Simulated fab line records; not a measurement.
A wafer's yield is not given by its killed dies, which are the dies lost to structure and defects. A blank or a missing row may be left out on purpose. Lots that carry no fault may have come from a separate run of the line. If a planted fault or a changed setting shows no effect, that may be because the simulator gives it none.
Matching of chambers -- flow gf180mcu -- GF_V3_CMP_26 on cmp-02: 4 sister chambers
The step polishes, stops on SiO2, t overpolish 15 s, target thk 0 nm. 8 wafers are shown with their chamber, then 7 later ones without.

== WAFERS PAIRED WITH THEIR CHAMBERS ==
wafer,chamber,motor current A (A),time to endpoint s (s)
L412.6,0,11.7,81.0
L413.3,0,10.9,82.4
L414.3,1,10.9,88.1
L414.6,1,10.9,85.4
L418.1,3,10.3,83.1
L418.5,2,13.0,84.3
L418.6,3,10.3,78.5
L425.1,2,12.9,85.5

== WAFERS MISSING THEIR CHAMBER ==
wafer,motor current A (A),time to endpoint s (s)
L425.4,10.5,84.5
L425.5,10.0,82.0
L427.1,11.2,83.4
L427.4,10.5,82.8
L429.2,11.1,82.8
L429.4,9.9,81.5
L429.5,12.3,84.9

== WHICH CHAMBER EACH ONE RAN IN ==
wafer,from the rows above,in truth
L425.4,can't be placed: 1 or 3 or 0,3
L425.5,3,3
L427.1,can't be placed: 0 or 1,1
L427.4,can't be placed: 3 or 1 or 0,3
L429.2,can't be placed: 0 or 1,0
L429.4,3,3
L429.5,can't be placed: 2 or 0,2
Correct placement for 2 of the 7. Unplaceable from these rows: 5, with the true chamber sitting among the candidates in 5. Placed wrongly: 0.
How it was worked out, from the rows above alone: a wafer's distance from a chamber is the root of the sum, over the readings, of the square of ((its reading less the chamber's mean) divided by the reading's scatter). If the next closest chamber is less than 2 further off than the closest, the wafer can't be placed; otherwise it belongs to the closest. Each chamber's mean is taken over the wafers shown for it. The scatter is the square root of a quotient: the sum, over the shown wafers, of each reading's squared deviation from its chamber's mean, divided by wafers minus chambers.
